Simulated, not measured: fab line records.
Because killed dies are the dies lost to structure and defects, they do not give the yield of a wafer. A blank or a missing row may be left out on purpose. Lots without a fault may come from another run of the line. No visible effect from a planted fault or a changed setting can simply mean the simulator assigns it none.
What tool caused it? + flow gf180mcu + Sampling: 12 lots, 36 wafers, 5 of 602 route steps

## WHAT THE GAUGES READ, wafer by wafer
GF_V5_OVL_MEAS_15. Usual: V5_OVL typically reads 1 nm, with standard deviation 5.7.
| lot  | measured     | on         | V5_OVL (nm) | flag |
|------|--------------|------------|-------------|------|
| L440 | day 28 17:49 | overlay-02 | 3 -8 8      |      |
| L441 | day 29 01:16 | overlay-02 | 1 -2 -2     |      |
| L444 | day 30 00:40 | overlay-02 | 2 -3 1      |      |
| L445 | day 30 06:04 | overlay-02 | 3 -2 -2     |      |
| L446 | day 30 15:55 | overlay-01 | 5 9 9       |      |
| L453 | day 32 10:25 | overlay-02 | 2 -1 0      |      |
| L454 | day 32 16:56 | overlay-02 | -2 2 2      |      |
| L455 | day 32 20:19 | overlay-02 | -2 -5 -3    |      |
| L456 | day 33 03:55 | overlay-02 | -1 -1 -5    |      |
| L457 | day 33 09:37 | overlay-01 | 8 6 11      |      |
| L460 | day 33 23:58 | overlay-02 | -6 -16 -8   |      |
| L461 | day 34 05:19 | overlay-02 | 2 5 -1      |      |

GF_TOP_METAL_OVL_MEAS_15. Usual: TOP_METAL_OVL typically reads 0.8 nm, with standard deviation 1.5.
| lot  | measured     | on         | TOP_METAL_OVL (nm)      | flag |
|------|--------------|------------|-------------------------|------|
| L440 | day 29 15:31 | overlay-02 | 1.0 0.8 -0.8            |      |
| L441 | day 29 22:40 | overlay-02 | 2.7 2.5 0.8             |      |
| L444 | day 30 21:13 | overlay-02 | -1.7 -1.5 -1.4          |      |
| L445 | day 31 02:13 | overlay-02 | 1.6 1.2 0.3             |      |
| L446 | day 31 11:40 | overlay-02 | 0.6 1.7 1.3             |      |
| L453 | day 33 04:48 | overlay-02 | 7.1 6.7 7.7 6.7 6.7 6.8 | OFF  |
| L454 | day 33 11:10 | overlay-02 | 7.9 5.4 6.3 7.4 5.4 5.6 | OFF  |
| L455 | day 33 14:31 | overlay-01 | 1.6 0.0 0.9             |      |
| L456 | day 33 22:19 | overlay-02 | -0.2 -0.7 -1.5          |      |
| L457 | day 34 03:43 | overlay-02 | 8.3 6.5 7.5 7.9 5.4 6.9 | OFF  |
| L460 | day 34 17:04 | overlay-02 | 8.6 7.6 8.4 7.8 7.3 7.7 | OFF  |
| L461 | day 34 22:26 | overlay-01 | 0.0 0.8 1.2             |      |

GF_PASSIVATION_THK_MEAS_03. Usual: PASSIVATION_CVD_02_THK typically reads 697 nm, with standard deviation 9.2.
| lot  | measured     | on            | PASSIVATION_CVD_02_THK (nm) | flag |
|------|--------------|---------------|-----------------------------|------|
| L440 | day 29 16:47 | film-metro-03 | 688 685 698                 |      |
| L441 | day 30 00:01 | film-metro-03 | 710 692 711                 |      |
| L444 | day 30 22:25 | film-metro-04 | 689 689 704                 |      |
| L445 | day 31 03:23 | film-metro-02 | 690 693 707                 |      |
| L446 | day 31 13:01 | film-metro-03 | 704 704 706                 |      |
| L453 | day 33 07:59 | film-metro-02 | 707 711 716                 |      |
| L454 | day 33 15:02 | film-metro-04 | 698 713 699                 |      |
| L455 | day 33 15:44 | film-metro-03 | 674 689 695                 |      |
| L456 | day 33 23:29 | film-metro-03 | 694 701 709                 |      |
| L457 | day 34 06:11 | film-metro-04 | 680 701 699                 |      |
| L460 | day 35 01:00 | film-metro-04 | 683 696 696                 |      |
| L461 | day 34 23:49 | film-metro-03 | 697 681 694                 |      |

## EACH LOT AND THE TOOL THAT RAN IT (in order: tool; ch and the chambers of the sampled wafers; start)
| lot  | GF_M5_METAL_ETCH_10               | GF_TOP_METAL_EXPOSE_11              |
|------|-----------------------------------|-------------------------------------|
| L440 | rie-metal-01 ch 0, day 27 20:29   | iline-stepper-02 ch 0, day 29 06:10 |
| L441 | rie-metal-02 ch 0,1, day 28 04:32 | iline-stepper-01 ch 0, day 29 12:56 |
| L444 | rie-metal-01 ch 0,1, day 29 03:46 | iline-stepper-02 ch 0, day 30 11:46 |
| L445 | rie-metal-04 ch 0,1, day 29 09:46 | iline-stepper-02 ch 0, day 30 17:37 |
| L446 | rie-metal-02 ch 0,1, day 29 19:13 | iline-stepper-01 ch 0, day 31 02:42 |
| L453 | rie-metal-01 ch 0,1, day 31 16:08 | iline-stepper-01 ch 0, day 32 20:23 |
| L454 | rie-metal-04 ch 1, day 31 22:19   | iline-stepper-01 ch 0, day 33 03:08 |
| L455 | rie-metal-02 ch 0,1, day 32 01:31 | iline-stepper-02 ch 0, day 33 06:45 |
| L456 | rie-metal-01 ch 0,1, day 32 09:26 | iline-stepper-02 ch 0, day 33 14:05 |
| L457 | rie-metal-02 ch 0,1, day 32 16:17 | iline-stepper-01 ch 0, day 33 19:50 |
| L460 | rie-metal-04 ch 0,1, day 33 06:43 | iline-stepper-01 ch 0, day 34 09:25 |
| L461 | rie-metal-01 ch 0,1, day 33 11:41 | iline-stepper-02 ch 0, day 34 14:52 |
- GF_M5_METAL_ETCH_10: etches the open film in Cl2/BCl3, stops on SiO2, target depth 627.5 nm, time 104.6 s.
- GF_TOP_METAL_EXPOSE_11: exposes mask MetalTop, target cd 440 nm.

## AS READ BY THE TOOLS THEMSELVES (means over the sampled wafers that have a number; for cases with no such wafer, the mark the record gives instead)
GF_M5_METAL_ETCH_10. Usual: drypump-motor-current-A 5.6 A, standard deviation 0.47; oes-product-au 0.974 a.u., standard deviation 0.006; throttle-valve-pct 28.247 %, standard deviation 0.0095.
| lot  | tool         | drypump-motor-current-A (A) | oes-product-au (a.u.) | throttle-valve-pct (%) | flag |
|------|--------------|-----------------------------|-----------------------|------------------------|------|
| L440 | rie-metal-01 | 6.0                         | 0.971                 | 28.253                 |      |
| L441 | rie-metal-02 | 5.2                         | 0.978                 | 28.245                 |      |
| L444 | rie-metal-01 | 5.4                         | 0.974                 | 28.250                 |      |
| L445 | rie-metal-04 | 6.1                         | 0.976                 | 28.243                 |      |
| L446 | rie-metal-02 | 5.0                         | 0.973                 | 28.241                 |      |
| L453 | rie-metal-01 | 5.5                         | 0.974                 | 28.240                 |      |
| L454 | rie-metal-04 | 5.7                         | 0.975                 | 28.249                 |      |
| L455 | rie-metal-02 | 5.0                         | 0.962                 | 28.254                 |      |
| L456 | rie-metal-01 | 5.4                         | 0.980                 | 28.254                 |      |
| L457 | rie-metal-02 | 5.0                         | 0.978                 | 28.245                 |      |
| L460 | rie-metal-04 | 5.9                         | 0.972                 | 28.240                 |      |
| L461 | rie-metal-01 | 5.7                         | 0.975                 | 28.252                 |      |

## THE ANSWER, worked out from the rows above alone
Rule: lot off if the mean of its wafers having a number is beyond 3 standard deviations from the usual mean. A lot without any number at a reading at which 4 lots or more have one is off too. All remaining lots with rows at the step are treated as sound. First the gauges in route order, then the tools' own readings, where a lot's mean is used as printed above. At the first step where some lot is off, the reading lying furthest off is the one used; lots without a number count as furthest.
Off: at GF_TOP_METAL_OVL_MEAS_15 (TOP_METAL_OVL), L453, L454, L457, L460.
If a tool, at a process step before that reading, ran all the lots that are off and no sound lot after the first of them, it fits. Those tools and the gauges at GF_TOP_METAL_OVL_MEAS_15 are tried in the same way. One fits: iline-stepper-01 at GF_TOP_METAL_EXPOSE_11. Its last sound lot is L446 (day 31 02:42), its first lot that is off L453 (day 32 20:23): a fault that began between those two fits.

## WHAT THE SIMULATOR HAD INSERTED
Scanner matching overlay: iline-stepper-01, from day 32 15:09 on, at GF_TOP_METAL_EXPOSE_11. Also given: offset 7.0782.
Shown lots that were struck: L453, L454, L457, L460. The rule above reached the same finding.
